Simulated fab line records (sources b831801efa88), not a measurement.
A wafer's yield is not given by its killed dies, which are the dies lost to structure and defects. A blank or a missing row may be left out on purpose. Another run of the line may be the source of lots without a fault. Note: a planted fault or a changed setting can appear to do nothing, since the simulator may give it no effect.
fab line records    flow sky130
record: lots: 24  wafers: 72  lastDay: 50
route steps=708 shown LDD_P@266 LI_CONTACT@385 CONTACT@421 METAL1@437 VIA1@471
lots with no fault: from the same line, run without faults
startH: hours from the record's opening day to when the first of the lot's shown wafers began    waitH: hours since the lot's step before    " unchanged from the row above    L1.1+2: one row covering several wafers at once    - no value, or no start was given    * or withheld: withheld    < > ~ a bound
route shown NAME@n: NAME is a module with steps in the file, n the number in the route of the first one    usual: mean and standard deviation over wafers with no fault    same: alike in all rows    chamber/n: place in a boat    sites: per-site readings    _std_site: standard deviation of those values    _edge_site: the outer-site mean with the inner-site mean subtracted    radiusMm: for every site, how far away it sits from the centre of the wafer    mask NAME#n: copy n    behind: the last tool/chamber to shape the wafer    hold: why the lot was held/for how many hours/how that ended    device: names the non-switching transistor (n, p or np)    end of line: tests of these same wafers at the route's end    a step without rows: its recipe alone    killed: count of dies lost to structure and defects at first sort (not the wafer's yield)    map: shows each die of a wafer: x if killed, . if not, _ if none is there
set.NAME: setting as actually run; set.NAME@STEP: the setting as run at that earlier step    model.NAME: the simulator's own value behind a step, which no gauge read
one table for each step of the route and one row for each wafer, over a sample of lots
services: the hour from which a tool's chamber was out of use, counted from the record's first day as startH (under 0 if before that day), plus the number of hours and why
== steps ==
step: SKY_LDD_P_TW_MEAS_11
usual: LDD_P_TW: 640/6.7
lot.wafer  tool          chamber  startH  waitH  LDD_P_TW
L074.1     filmMetro-01  -        418.87  0.1    633
L074.3     "             -        "       "      629
L074.5     "             -        "       "      634
L075.2     filmMetro-01  -        426.05  0.1    634
L075.5     "             -        "       "      635
L075.6     "             -        "       "      635
L076.1     filmMetro-01  -        445.59  0.1    633
L076.4     "             -        "       "      634
L076.5     "             -        "       "      633
L077.2     filmMetro-03  -        465.17  0.1    644
L077.4     "             -        "       "      642
L077.5     "             -        "       "      638
L078.1     filmMetro-01  -        473.30  0.1    635
L078.5     "             -        "       "      636
L078.6     "             -        "       "      634
L079.1     filmMetro-01  -        476.59  0.1    637
L079.3     "             -        "       "      635
L079.4     "             -        "       "      636
L080.1     filmMetro-04  -        492.75  0.1    646
L080.2     "             -        "       "      648
L080.3     "             -        "       "      646
L081.1     filmMetro-04  -        502.29  0.1    647
L081.2     "             -        "       "      649
L081.5     "             -        "       "      646
L082.1     filmMetro-03  -        505.09  0.1    637
L082.2     "             -        "       "      634
L082.4     "             -        "       "      633
L083.3     filmMetro-03  -        514.17  0.1    632
L083.5     "             -        "       "      629
L083.6     "             -        "       "      636
L084.1     filmMetro-04  -        528.59  0.1    649
L084.2     "             -        "       "      646
L084.3     "             -        "       "      645
L085.2     filmMetro-03  -        533.95  0.1    644
L085.5     "             -        "       "      642
L085.6     "             -        "       "      645
L086.1     filmMetro-01  -        534.95  0.1    631
L086.3     "             -        "       "      629
L086.5     "             -        "       "      628
L087.1     filmMetro-03  -        547.69  0.1    645
L087.3     "             -        "       "      642
L087.6     "             -        "       "      642
L088.2     filmMetro-03  -        549.50  0.1    636
L088.3     "             -        "       "      644
L088.4     "             -        "       "      641
L089.2     filmMetro-04  -        564.80  0.1    653
L089.5     "             -        "       "      648
L089.6     "             -        "       "      649
L090.3     filmMetro-01  -        577.21  0.1    631
L090.5     "             -        "       "      627
L090.6     "             -        "       "      626
L091.3     filmMetro-01  -        578.01  0.1    627
L091.4     "             -        "       "      628
L091.6     "             -        "       "      631
L093.4     filmMetro-03  -        608.87  0.1    644
L093.5     "             -        "       "      644
L093.6     "             -        "       "      645
L092.2     filmMetro-03  -        613.95  0.1    639
L092.4     "             -        "       "      643
L092.5     "             -        "       "      643
L094.1     filmMetro-04  -        616.29  0.1    646
L094.3     "             -        "       "      645
L094.4     "             -        "       "      645
L095.1     filmMetro-03  -        616.64  0.1    645
L095.3     "             -        "       "      641
L095.5     "             -        "       "      640
L096.2     filmMetro-03  -        628.50  0.1    645
L096.3     "             -        "       "      648
L096.6     "             -        "       "      643
L097.4     filmMetro-04  -        642.87  0.1    647
L097.5     "             -        "       "      651
L097.6     "             -        "       "      646
step: SKY_LI_CONTACT_THK_MEAS_23
recipe: thkMeasGauge: xrf  reads: W_of_LI_CONTACT_CVD_21
usual: LI_CONTACT_W_THK: 398/4.8
lot.wafer  tool          chamber  startH  waitH  LI_CONTACT_W_THK[nm]
L074.1     filmMetro-02  -        663.05  0.1    390
L074.3     "             -        "       "      391
L074.5     "             -        "       "      393
L075.2     filmMetro-03  -        670.50  0.1    407
L075.5     "             -        "       "      407
L075.6     "             -        "       "      402
L076.1     filmMetro-02  -        689.26  0.1    393
L076.4     "             -        "       "      399
L076.5     "             -        "       "      401
L077.2     filmMetro-01  -        704.75  0.1    395
L077.4     "             -        "       "      395
L077.5     "             -        "       "      394
L078.1     filmMetro-03  -        713.02  0.1    404
L078.5     "             -        "       "      405
L078.6     "             -        "       "      404
L079.1     filmMetro-03  -        715.43  0.1    404
L079.3     "             -        "       "      408
L079.4     "             -        "       "      405
L080.1     filmMetro-02  -        726.83  0.1    396
L080.2     "             -        "       "      390
L080.3     "             -        "       "      397
L081.1     filmMetro-03  -        736.81  0.1    400
L081.2     "             -        "       "      400
L081.5     "             -        "       "      401
L082.1     filmMetro-01  -        738.31  0.1    401
L082.2     "             -        "       "      397
L082.4     "             -        "       "      402
L083.3     filmMetro-02  -        747.11  0.1    389
L083.5     "             -        "       "      396
L083.6     "             -        "       "      394
L084.1     filmMetro-01  -        757.18  0.1    402
L084.2     "             -        "       "      401
L084.3     "             -        "       "      399
L085.2     filmMetro-01  -        763.96  0.1    397
L085.5     "             -        "       "      394
L085.6     "             -        "       "      399
L086.1     filmMetro-02  -        765.28  0.1    396
L086.3     "             -        "       "      398
L086.5     "             -        "       "      396
L087.1     filmMetro-02  -        777.95  0.1    397
L087.3     "             -        "       "      397
L087.6     "             -        "       "      398
L088.2     filmMetro-02  -        778.82  0.1    392
L088.3     "             -        "       "      394
L088.4     "             -        "       "      391
L089.2     filmMetro-01  -        790.33  0.1    401
L089.5     "             -        "       "      394
L089.6     "             -        "       "      402
L090.3     filmMetro-02  -        802.02  0.1    397
L090.5     "             -        "       "      398
L090.6     "             -        "       "      403
L091.3     filmMetro-03  -        803.27  0.1    395
L091.4     "             -        "       "      398
L091.6     "             -        "       "      395
L093.4     filmMetro-01  -        853.10  0.1    394
L093.5     "             -        "       "      396
L093.6     "             -        "       "      397
L094.1     filmMetro-02  -        854.80  0.1    401
L094.3     "             -        "       "      399
L094.4     "             -        "       "      396
L092.2     filmMetro-02  -        856.16  0.1    403
L092.4     "             -        "       "      401
L092.5     "             -        "       "      410
L095.1     filmMetro-03  -        856.70  0.1    394
L095.3     "             -        "       "      401
L095.5     "             -        "       "      402
L096.2     filmMetro-01  -        857.49  0.1    397
L096.3     "             -        "       "      396
L096.6     "             -        "       "      399
L097.4     filmMetro-03  -        861.31  0.1    401
L097.5     "             -        "       "      404
L097.6     "             -        "       "      403
step: SKY_CONTACT_OVL_MEAS_15
usual: CONTACT_OVL: 1/5.3
lot.wafer  tool        chamber  startH  waitH  CONTACT_OVL[nm]
L074.1     overlay-02  -        719.21  0.1    3
L074.3     "           -        "       "      7
L074.5     "           -        "       "      4
L075.2     overlay-01  -        725.11  0.1    -5
L075.5     "           -        "       "      -2
L075.6     "           -        "       "      -7
L076.1     overlay-02  -        743.86  0.1    0
L076.4     "           -        "       "      1
L076.5     "           -        "       "      0
L077.2     overlay-02  -        757.06  0.1    3
L077.4     "           -        "       "      3
L077.5     "           -        "       "      10
L078.1     overlay-01  -        766.11  0.1    8
L078.5     "           -        "       "      9
L078.6     "           -        "       "      6
L079.1     overlay-01  -        769.82  0.1    5
L079.3     "           -        "       "      2
L079.4     "           -        "       "      3
L080.1     overlay-01  -        784.12  0.1    7
L080.2     "           -        "       "      14
L080.3     "           -        "       "      7
L081.1     overlay-01  -        791.91  0.1    -11
L081.2     "           -        "       "      1
L081.5     "           -        "       "      -5
L082.1     overlay-02  -        793.36  0.1    1
L082.2     "           -        "       "      4
L082.4     "           -        "       "      2
L083.3     overlay-01  -        800.97  0.1    4
L083.5     "           -        "       "      2
L083.6     "           -        "       "      6
L084.1     overlay-02  -        811.12  0.1    0
L084.2     "           -        "       "      -6
L084.3     "           -        "       "      -2
L086.1     overlay-01  -        817.91  0.1    -2
L086.3     "           -        "       "      2
L086.5     "           -        "       "      -1
L085.2     overlay-02  -        818.27  0.1    -3
L085.5     "           -        "       "      -7
L085.6     "           -        "       "      -4
L087.1     overlay-01  -        830.86  0.1    -3
L087.3     "           -        "       "      -5
L087.6     "           -        "       "      -2
L088.2     overlay-02  -        832.02  0.1    0
L088.3     "           -        "       "      -3
L088.4     "           -        "       "      6
L089.2     overlay-01  -        844.71  0.1    -6
L089.5     "           -        "       "      -5
L089.6     "           -        "       "      -3
L090.3     overlay-02  -        855.72  0.1    -2
L090.5     "           -        "       "      -4
L090.6     "           -        "       "      -5
L091.3     overlay-02  -        856.72  0.1    -5
L091.4     "           -        "       "      3
L091.6     "           -        "       "      5
L093.4     overlay-01  -        906.93  0.1    -1
L093.5     "           -        "       "      4
L093.6     "           -        "       "      -1
L094.1     overlay-02  -        907.56  0.1    3
L094.3     "           -        "       "      7
L094.4     "           -        "       "      1
L092.2     overlay-01  -        909.01  0.1    -3
L092.4     "           -        "       "      -3
L092.5     "           -        "       "      0
L095.1     overlay-01  -        909.72  0.1    8
L095.3     "           -        "       "      3
L095.5     "           -        "       "      5
L096.2     overlay-01  -        911.27  0.1    -13
L096.3     "           -        "       "      -5
L096.6     "           -        "       "      -7
L097.4     overlay-01  -        916.83  0.1    0
L097.5     "           -        "       "      -4
L097.6     "           -        "       "      2
step: SKY_CONTACT_CVD_24
recipe: material: W  targetThkNm: 340  timeS: 102.12  tempC: 400  pressureTorr: 40
usual: heaterPowerW: 818/64
lot.wafer  tool     chamber  startH  waitH  heaterPowerW
L074.1     cvdW-02  0        720.03  0.0    781
L074.3     "        1        "       "      865
L074.5     "        1        "       "      843
L075.2     cvdW-02  0        726.02  0.0    786
L075.5     "        0        "       "      797
L075.6     "        1        "       "      857
L076.1     cvdW-02  0        744.69  0.0    784
L076.4     "        0        "       "      770
L076.5     "        0        "       "      771
L077.2     cvdW-01  0        757.93  0.0    732
L077.4     "        1        "       "      889
L077.5     "        0        "       "      709
L078.1     cvdW-02  1        766.94  0.0    863
L078.5     "        1        "       "      869
L078.6     "        0        "       "      801
L079.1     cvdW-02  1        770.65  0.0    862
L079.3     "        1        "       "      873
L079.4     "        0        "       "      818
L080.1     cvdW-01  0        784.95  0.0    736
L080.2     "        1        "       "      881
L080.3     "        0        "       "      726
L081.1     cvdW-01  0        792.77  0.0    729
L081.2     "        1        "       "      894
L081.5     "        1        "       "      866
L082.1     cvdW-02  0        794.22  0.0    805
L082.2     "        1        "       "      886
L082.4     "        0        "       "      786
L083.3     cvdW-01  1        801.83  0.1    880
L083.5     "        1        "       "      895
L083.6     "        0        "       "      721
L084.1     cvdW-02  0        811.99  0.0    803
L084.2     "        1        "       "      886
L084.3     "        1        "       "      867
L086.1     cvdW-02  0        818.73  0.0    788
L086.3     "        1        "       "      869
L086.5     "        0        "       "      794
L085.2     cvdW-01  1        819.11  0.0    888
L085.5     "        1        "       "      885
L085.6     "        0        "       "      728
L087.1     cvdW-02  1        831.68  0.0    869
L087.3     "        0        "       "      800
L087.6     "        1        "       "      859
L088.2     cvdW-02  1        832.84  0.0    860
L088.3     "        1        "       "      866
L088.4     "        0        "       "      793
L089.2     cvdW-02  1        845.59  0.0    868
L089.5     "        1        "       "      868
L089.6     "        0        "       "      784
L090.3     cvdW-01  1        856.58  0.1    887
L090.5     "        1        "       "      896
L090.6     "        0        "       "      727
L091.3     cvdW-02  0        857.58  0.1    790
L091.4     "        1        "       "      884
L091.6     "        1        "       "      871
L093.4     cvdW-01  1        907.80  0.1    901
L093.5     "        0        "       "      729
L093.6     "        1        "       "      886
L094.1     cvdW-01  1        908.41  0.0    887
L094.3     "        0        "       "      727
L094.4     "        1        "       "      884
L092.2     cvdW-01  0        909.84  0.0    752
L092.4     "        0        "       "      737
L092.5     "        0        "       "      744
L095.1     cvdW-01  1        910.54  0.0    895
L095.3     "        1        "       "      880
L095.5     "        0        "       "      729
L096.2     cvdW-01  1        912.08  0.0    895
L096.3     "        1        "       "      918
L096.6     "        0        "       "      731
L097.4     cvdW-01  1        917.67  0.1    912
L097.5     "        0        "       "      723
L097.6     "        1        "       "      894
step: SKY_METAL1_SPUTTER_03
recipe: material: Ti  targetThkNm: 5  powerW: 3000  timeS: 3.175  chamberPressurePa: 0.4
usual: throttleValvePct: 29.9/1.2
lot.wafer  tool           chamber  startH  waitH  throttleValvePct
L074.1     pvdSputter-01  -        720.70  0.0    30.1
L074.3     "              -        "       "      30.1
L074.5     "              -        "       "      30.2
L075.2     pvdSputter-04  -        726.77  0.0    28.6
L075.5     "              -        "       "      28.1
L075.6     "              -        "       "      30.9
L076.1     pvdSputter-03  -        745.51  0.0    28.2
L076.4     "              -        "       "      28.3
L076.5     "              -        "       "      28.0
L077.2     pvdSputter-01  -        758.59  0.0    31.3
L077.4     "              -        "       "      30.3
L077.5     "              -        "       "      30.1
L078.1     pvdSputter-01  -        767.60  0.0    30.0
L078.5     "              -        "       "      30.1
L078.6     "              -        "       "      30.3
L079.1     pvdSputter-04  -        771.32  0.0    28.2
L079.3     "              -        "       "      30.7
L079.4     "              -        "       "      31.0
L080.1     pvdSputter-04  -        785.61  0.0    30.9
L080.2     "              -        "       "      29.5
L080.3     "              -        "       "      30.7
L081.1     pvdSputter-01  -        793.49  0.0    30.2
L081.2     "              -        "       "      30.3
L081.5     "              -        "       "      31.5
L082.1     pvdSputter-04  -        794.89  0.0    31.0
L082.2     "              -        "       "      30.7
L082.4     "              -        "       "      29.4
L083.3     pvdSputter-03  -        802.45  0.0    32.2
L083.5     "              -        "       "      32.3
L083.6     "              -        "       "      28.2
L084.1     pvdSputter-01  -        812.65  0.0    30.5
L084.2     "              -        "       "      30.2
L084.3     "              -        "       "      31.4
L086.1     pvdSputter-01  -        819.39  0.0    30.1
L086.3     "              -        "       "      30.3
L086.5     "              -        "       "      30.2
L085.2     pvdSputter-04  -        819.77  0.0    31.1
L085.5     "              -        "       "      30.9
L085.6     "              -        "       "      30.7
L087.1     pvdSputter-03  -        832.72  0.0    28.0
L087.3     "              -        "       "      32.2
L087.6     "              -        "       "      29.7
L088.2     pvdSputter-01  -        833.52  0.0    31.6
L088.3     "              -        "       "      30.1
L088.4     "              -        "       "      30.1
L089.2     pvdSputter-03  -        846.26  0.0    30.0
L089.5     "              -        "       "      28.1
L089.6     "              -        "       "      29.6
L090.3     pvdSputter-03  -        857.43  0.0    28.3
L090.5     "              -        "       "      32.2
L090.6     "              -        "       "      28.1
L091.3     pvdSputter-04  -        858.64  0.0    29.5
L091.4     "              -        "       "      28.4
L091.6     "              -        "       "      29.4
L093.4     pvdSputter-01  -        908.42  0.0    29.9
L093.5     "              -        "       "      30.0
L093.6     "              -        "       "      30.1
L094.1     pvdSputter-04  -        909.13  0.0    30.7
L094.3     "              -        "       "      29.5
L094.4     "              -        "       "      30.9
L092.2     pvdSputter-01  -        910.50  0.0    30.4
L092.4     "              -        "       "      31.3
L092.5     "              -        "       "      30.3
L095.1     pvdSputter-03  -        911.21  0.0    28.6
L095.3     "              -        "       "      28.0
L095.5     "              -        "       "      27.8
L096.2     pvdSputter-03  -        912.74  0.0    29.9
L096.3     "              -        "       "      28.1
L096.6     "              -        "       "      32.3
L097.4     pvdSputter-03  -        918.30  0.0    32.2
L097.5     "              -        "       "      30.0
L097.6     "              -        "       "      28.2
step: SKY_VIA1_OVL_MEAS_13
usual: VIA1_OVL: -2/5.9
lot.wafer  tool        chamber  startH  waitH  VIA1_OVL[nm]
L074.1     overlay-02  -        775.85  0.1    4
L074.3     "           -        "       "      4
L074.5     "           -        "       "      4
L075.2     overlay-01  -        783.51  0.1    -3
L075.5     "           -        "       "      0
L075.6     "           -        "       "      4
L076.1     overlay-02  -        799.35  0.1    1
L076.4     "           -        "       "      9
L076.5     "           -        "       "      3
L077.2     overlay-02  -        812.21  0.1    -1
L077.4     "           -        "       "      0
L077.5     "           -        "       "      8
L078.1     overlay-02  -        821.66  0.1    -1
L078.5     "           -        "       "      4
L078.6     "           -        "       "      -2
L079.1     overlay-01  -        823.45  0.1    -13
L079.3     "           -        "       "      -9
L079.4     "           -        "       "      -9
L080.1     overlay-02  -        838.41  0.1    -5
L080.2     "           -        "       "      -6
L080.3     "           -        "       "      -13
L081.1     overlay-02  -        845.50  0.1    -1
L081.2     "           -        "       "      -1
L081.5     "           -        "       "      -1
L082.1     overlay-02  -        849.16  0.1    -4
L082.2     "           -        "       "      -1
L082.4     "           -        "       "      1
L083.3     overlay-02  -        856.37  0.1    8
L083.5     "           -        "       "      12
L083.6     "           -        "       "      2
L084.1     overlay-01  -        866.76  0.1    -2
L084.2     "           -        "       "      1
L084.3     "           -        "       "      -2
L086.1     overlay-01  -        871.75  0.1    4
L086.3     "           -        "       "      1
L086.5     "           -        "       "      1
L085.2     overlay-02  -        873.47  0.1    -14
L085.5     "           -        "       "      -8
L085.6     "           -        "       "      -12
L087.1     overlay-01  -        887.26  0.1    -2
L087.3     "           -        "       "      -5
L087.6     "           -        "       "      -5
L088.2     overlay-01  -        888.52  0.1    0
L088.3     "           -        "       "      5
L088.4     "           -        "       "      -1
L089.2     overlay-02  -        899.31  0.1    -7
L089.5     "           -        "       "      -13
L089.6     "           -        "       "      -1
L090.3     overlay-02  -        910.17  0.1    -5
L090.5     "           -        "       "      1
L090.6     "           -        "       "      -4
L091.3     overlay-01  -        911.47  0.1    3
L091.4     "           -        "       "      -2
L091.6     "           -        "       "      4
L093.4     overlay-01  -        959.12  0.1    2
L093.5     "           -        "       "      -8
L093.6     "           -        "       "      -1
L094.1     overlay-01  -        960.46  0.1    0
L094.3     "           -        "       "      5
L094.4     "           -        "       "      -1
L092.2     overlay-02  -        960.77  0.1    0
L092.4     "           -        "       "      -5
L092.5     "           -        "       "      -1
L095.1     overlay-02  -        961.35  0.1    -13
L095.3     "           -        "       "      -10
L095.5     "           -        "       "      -14
L096.2     overlay-02  -        963.62  0.1    -4
L096.3     "           -        "       "      3
L096.6     "           -        "       "      1
L097.4     overlay-01  -        968.32  0.1    9
L097.5     "           -        "       "      7
L097.6     "           -        "       "      5
== services ==
tool           chamber  startH  hours  kind
pvdSputter-01  1        701.65  -      consumableReplace:kit
pvdSputter-01  1        701.65  18.0   scheduledDown
pvdSputter-01  1        701.65  18.0   ventCycle
cvdW-02        -        711.13  1.3    repair
pvdSputter-04  2        713.89  -      consumableReplace:kit
pvdSputter-04  2        713.89  18.0   scheduledDown
pvdSputter-04  2        713.89  18.0   ventCycle
pvdSputter-03  2        716.31  -      consumableReplace:kit
pvdSputter-03  2        716.31  18.0   scheduledDown
pvdSputter-03  2        716.31  18.0   ventCycle
pvdSputter-04  -        716.66  2.2    repair
cvdW-02        -        819.55  0.5    repair
pvdSputter-01  -        850.27  3.7    repair
cvdW-01        -        857.00  6.9    pm
pvdSputter-03  1        866.55  -      consumableReplace:kit
pvdSputter-03  1        866.55  18.0   scheduledDown
pvdSputter-03  1        866.55  18.0   ventCycle
pvdSputter-04  -        882.14  4.5    repair
pvdSputter-01  -        903.36  0.8    repair
cvdW-02        -        904.00  14.0   pm
cvdW-02        0        904.00  14.0   ventCycle
cvdW-02        1        904.00  14.0   ventCycle
cvdW-02        0        918.00  -      clean
cvdW-02        1        918.00  -      clean
== key ==
fault none
